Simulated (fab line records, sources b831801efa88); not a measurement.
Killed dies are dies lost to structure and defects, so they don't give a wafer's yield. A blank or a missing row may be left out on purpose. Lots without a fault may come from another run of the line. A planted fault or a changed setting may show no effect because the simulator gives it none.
Which tool did it? | flow sky130 | 12 lots, 36 wafers sampled, at 5 steps of a route of 708

WHAT THE GAUGES READ, wafer by wafer
SKY_VIA1_CD_MEAS_12: target cd 150 nm.
lot  | measured     | on        | cd_nm (nm)
L234 | day 33 22:11 | cd_sem-02 | 153.3 151.8 150.9
L235 | day 34 00:09 | cd_sem-02 | 147.9 147.8 147.5
L236 | day 34 07:18 | cd_sem-01 | 151.4 152.1 152.4
L238 | day 36 07:34 | cd_sem-01 | 150.2 150.0 150.2
L240 | day 36 09:41 | cd_sem-01 | 150.9 150.4 149.2
L242 | day 36 14:35 | cd_sem-01 | 150.2 148.1 148.8
L246 | day 38 02:46 | cd_sem-01 | 148.3 149.1 150.4
L247 | day 38 06:04 | cd_sem-01 | 149.5 149.3 149.0
L249 | day 38 10:48 | cd_sem-02 | 149.9 148.5 149.1
L248 | day 38 13:15 | cd_sem-02 | 151.3 151.7 151.6
L252 | day 39 09:10 | cd_sem-02 | 152.8 149.3 149.0
L255 | day 40 01:59 | cd_sem-02 | 151.8 150.0 152.1

SKY_METAL5_THK_MEAS_06: measures by xrf.
lot  | measured     | on            | METAL5_ALCU_THK (nm)
L234 | day 42 18:43 | film_metro-01 | 1119 1146 1119
L235 | day 43 01:16 | film_metro-04 | 1142 1136 1142
L236 | day 43 04:38 | film_metro-02 | 1156 1136 1137
L242 | day 45 05:04 | film_metro-01 | 1124 1115 1130
L246 | day 46 10:33 | film_metro-04 | 1103 1099 1095
L247 | day 46 12:28 | film_metro-01 | 1140 1121 1143
L249 | day 46 13:07 | film_metro-02 | 1122 1141 1144
L248 | day 46 17:14 | film_metro-02 | 1148 1156 1155
L252 | day 47 09:39 | film_metro-04 | 1133 1121 1115
L255 | day 48 01:01 | film_metro-04 | 1138 1138 1153

WHICH TOOL RAN EACH LOT (tool, then ch and the chambers of the sampled wafers, then the start)
lot  | SKY_METAL3_DESCUM_15              | SKY_METAL4_SPUTTER_02        | SKY_METAL4_METAL_ETCH_18
L234 | rie_metal-01 ch 1, day 38 13:08   | pvd_sputter-01, day 39 16:22 | rie_metal-04 ch 0,1, day 41 16:34
L235 | rie_metal-02 ch 0, day 38 17:16   | pvd_sputter-01, day 39 21:02 | rie_metal-01 ch 0,1, day 41 22:49
L236 | rie_metal-02 ch 0,1, day 38 22:55 | pvd_sputter-04, day 40 02:44 | rie_metal-04 ch 0,1, day 42 03:04
L238 | rie_metal-03 ch 0, day 40 19:07   | pvd_sputter-01, day 41 21:58 | rie_metal-04 ch 0,1, day 43 21:37
L240 | rie_metal-01 ch 0,1, day 41 00:43 | pvd_sputter-01, day 42 03:56 | rie_metal-02 ch 0,1, day 44 03:16
L242 | rie_metal-02 ch 0,1, day 41 01:04 | pvd_sputter-03, day 42 04:11 | rie_metal-04 ch 1, day 44 04:13
L246 | rie_metal-03 ch 0,1, day 42 09:10 | pvd_sputter-03, day 43 11:49 | rie_metal-01 ch 0,1, day 45 10:35
L247 | rie_metal-01 ch 0,1, day 42 12:29 | pvd_sputter-04, day 43 15:37 | rie_metal-01 ch 0,1, day 45 12:16
L249 | rie_metal-02 ch 0,1, day 42 14:31 | pvd_sputter-04, day 43 17:04 | rie_metal-01 ch 0, day 45 14:01
L248 | rie_metal-02 ch 0,1, day 42 19:05 | pvd_sputter-04, day 43 21:40 | rie_metal-01 ch 1, day 45 18:16
L252 | rie_metal-01 ch 0,1, day 43 13:35 | pvd_sputter-04, day 44 14:40 | rie_metal-04 ch 0,1, day 46 10:31
L255 | rie_metal-03 ch 0,1, day 44 06:56 | pvd_sputter-03, day 45 07:32 | rie_metal-02 ch 1, day 47 01:52
- SKY_METAL3_DESCUM_15: chemistry O2, time 8 s.
- SKY_METAL4_SPUTTER_02: material AlCu, target thk 735 nm, time 39.1 s.
- SKY_METAL4_METAL_ETCH_18: etches the open film in Cl2/BCl3, stops on SiO2, target depth 845 nm, time 183.1 s.

WHAT THE TOOLS THEMSELVES READ (means of the sampled wafers that have a number; where no wafer has one, the mark that the record gives instead)
SKY_METAL3_DESCUM_15.
lot  | tool         | drypump_motor_current_A (A) | oes_product_au (a.u.)
L234 | rie_metal-01 | 5.2                         | 0.996
L235 | rie_metal-02 | 5.8                         | 1.003
L236 | rie_metal-02 | 5.6                         | 1.005
L238 | rie_metal-03 | 6.0                         | 0.991
L240 | rie_metal-01 | 5.6                         | 1.001
L242 | rie_metal-02 | 5.6                         | 1.018
L246 | rie_metal-03 | 5.8                         | 1.010
L247 | rie_metal-01 | 5.4                         | 0.996
L249 | rie_metal-02 | 5.3                         | 1.014
L248 | rie_metal-02 | 5.3                         | 1.003
L252 | rie_metal-01 | 5.4                         | 0.997
L255 | rie_metal-03 | 5.8                         | 1.007

SKY_METAL4_SPUTTER_02.
lot  | tool           | chamber_pressure_pa (Pa) | throttle_valve_pct (%)
L234 | pvd_sputter-01 | 0.4000                   | 29.9
L235 | pvd_sputter-01 | 0.4002                   | 29.8
L236 | pvd_sputter-04 | 0.4003                   | 30.1
L238 | pvd_sputter-01 | 0.4001                   | 30.0
L240 | pvd_sputter-01 | 0.3997                   | 29.3
L242 | pvd_sputter-03 | 0.4004                   | 29.5
L246 | pvd_sputter-03 | 0.3996                   | 29.3
L247 | pvd_sputter-04 | 0.4008                   | 29.3
L249 | pvd_sputter-04 | 0.4003                   | 29.9
L248 | pvd_sputter-04 | 0.4002                   | 29.9
L252 | pvd_sputter-04 | 0.3995                   | 30.5
L255 | pvd_sputter-03 | 0.3997                   | 29.3

SKY_METAL4_METAL_ETCH_18.
lot  | tool         | drypump_motor_current_A (A) | oes_product_au (a.u.) | throttle_valve_pct (%)
L234 | rie_metal-04 | 5.8                         | 0.871                 | 22.262
L235 | rie_metal-01 | 5.4                         | 0.861                 | 22.264
L236 | rie_metal-04 | 5.8                         | 0.858                 | 22.276
L238 | rie_metal-04 | 5.8                         | 0.991                 | 22.251
L240 | rie_metal-02 | 5.6                         | 1.008                 | 22.259
L242 | rie_metal-04 | 5.9                         | 0.868                 | 22.272
L246 | rie_metal-01 | 5.6                         | 0.866                 | 22.266
L247 | rie_metal-01 | 5.6                         | 0.865                 | 22.263
L249 | rie_metal-01 | 5.8                         | 0.859                 | 22.266
L248 | rie_metal-01 | 5.2                         | 0.860                 | 22.263
L252 | rie_metal-04 | 5.8                         | 0.860                 | 22.266
L255 | rie_metal-02 | 5.1                         | 0.863                 | 22.264

THE ANSWER, worked out from the rows above alone
Rule: what is usual is taken from the lots themselves. Put in order of their means at a reading, lots are off if they are a third of the lots or fewer, leave a main group of 4 or more, and stand apart from it by a gap of 3 or more times the standard deviation of the main group's means; of several such gaps the widest counts. A main group whose means are all the same, to the digits that the tables above print for the reading, isn't used. A lot without any number at a reading at which 4 lots or more have one is off too. The other lots that the step has rows for count as sound. The gauges are gone through in route order, then the tools' own readings, and for those a lot's mean is taken as printed above. The first step at which some lot is off is used, and at that step the reading that is off furthest; a lot without a number counts as furthest.
Off: L238, L240, at SKY_METAL4_METAL_ETCH_18 (oes_product_au). The main group: mean 0.863 a.u., standard deviation 0.0041.
A tool fits if, at that step or a process step before it, it ran every lot that is off, and no sound lot after the first of them. One fits: pvd_sputter-01 at SKY_METAL4_SPUTTER_02. Its last sound lot is L235 (day 39 21:02), its first lot that is off L238 (day 41 21:58): a fault that began between those two fits.

WHAT THE SIMULATOR HAD PUT IN
Process parameter drift: pvd_sputter-01, from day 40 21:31 on, at SKY_METAL4_SPUTTER_02. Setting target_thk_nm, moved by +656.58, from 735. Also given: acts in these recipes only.
Lots struck among those shown: L238, L240. The rule above found the same.
